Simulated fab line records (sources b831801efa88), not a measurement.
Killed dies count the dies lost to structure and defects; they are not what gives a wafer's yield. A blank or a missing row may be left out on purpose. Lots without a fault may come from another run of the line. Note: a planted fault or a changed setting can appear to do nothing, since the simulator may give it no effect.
Chamber matching | flow gf180mcu | GF_V5_CMP_04 on cmp-01 has 4 sister chambers
The step polishes SiO2. 16 wafers are shown with their chamber, then 8 later ones without.

== WAFERS WITH THEIR CHAMBER ==
wafer  | chamber | motor current A (A) | platen rpm (rpm)
L812.1 | 0       | 10.4                | 59.96
L812.2 | 2       | 11.0                | 59.94
L812.6 | 0       | 10.3                | 60.00
L814.1 | 3       | 12.5                | 59.99
L814.2 | 2       | 12.0                | 60.02
L814.3 | 1       | 13.1                | 60.02
L815.2 | 2       | 11.4                | 60.02
L815.3 | 1       | 12.9                | 60.04
L815.5 | 0       | 9.9                 | 59.98
L816.1 | 2       | 11.0                | 60.00
L816.5 | 2       | 11.3                | 59.97
L816.6 | 3       | 13.3                | 60.01
L817.1 | 1       | 13.0                | 60.03
L817.2 | 2       | 12.1                | 59.97
L817.6 | 2       | 11.6                | 60.06
L818.3 | 2       | 11.6                | 59.98

SIGNATURES (averages over the wafers above)
reading         | chamber 0 | chamber 1 | chamber 2 | chamber 3 | scatter within a chamber
motor current A | 10.200    | 13.000    | 11.500    | 12.900    | 0.372
platen rpm      | 59.9800   | 60.0300   | 59.9950   | 60.0000   | 0.0306
Rule: distance of a wafer from a chamber = root of the sum over the readings of ((wafer's reading minus chamber's mean) / reading's scatter) squared. If the next closest chamber is less than 2 further off than the closest, the wafer can't be placed; otherwise it belongs to the closest. The scatter: take each reading less its chamber's mean, square it, sum over the shown wafers, divide by the number of wafers less the number of chambers, and take the root.

== WAFERS MISSING THEIR CHAMBER ==
wafer  | motor current A (A) | platen rpm (rpm)
L818.4 | 13.3                | 60.00
L818.5 | 11.9                | 60.02
L827.2 | 9.7                 | 59.98
L827.3 | 13.1                | 60.01
L827.6 | 12.5                | 59.97
L828.3 | 12.3                | 60.00
L828.5 | 13.2                | 60.07
L828.6 | 11.6                | 59.98

== EACH ONE'S CHAMBER ==
wafer  | from the rows above          | in truth
L818.4 | can't be placed: 3 or 1      | 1
L818.5 | can't be placed: 2 or 3 or 1 | 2
L827.2 | 0                            | 0
L827.3 | can't be placed: 3 or 1      | 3
L827.6 | can't be placed: 3 or 1 or 2 | 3
L828.3 | can't be placed: 3 or 1 or 2 | 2
L828.5 | can't be placed: 1 or 3      | 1
L828.6 | 2                            | 2
Correct placement for 2 of the 8. Can't be placed from these rows: 6 (the true chamber is among the candidates in 6). Placed wrongly: 0.
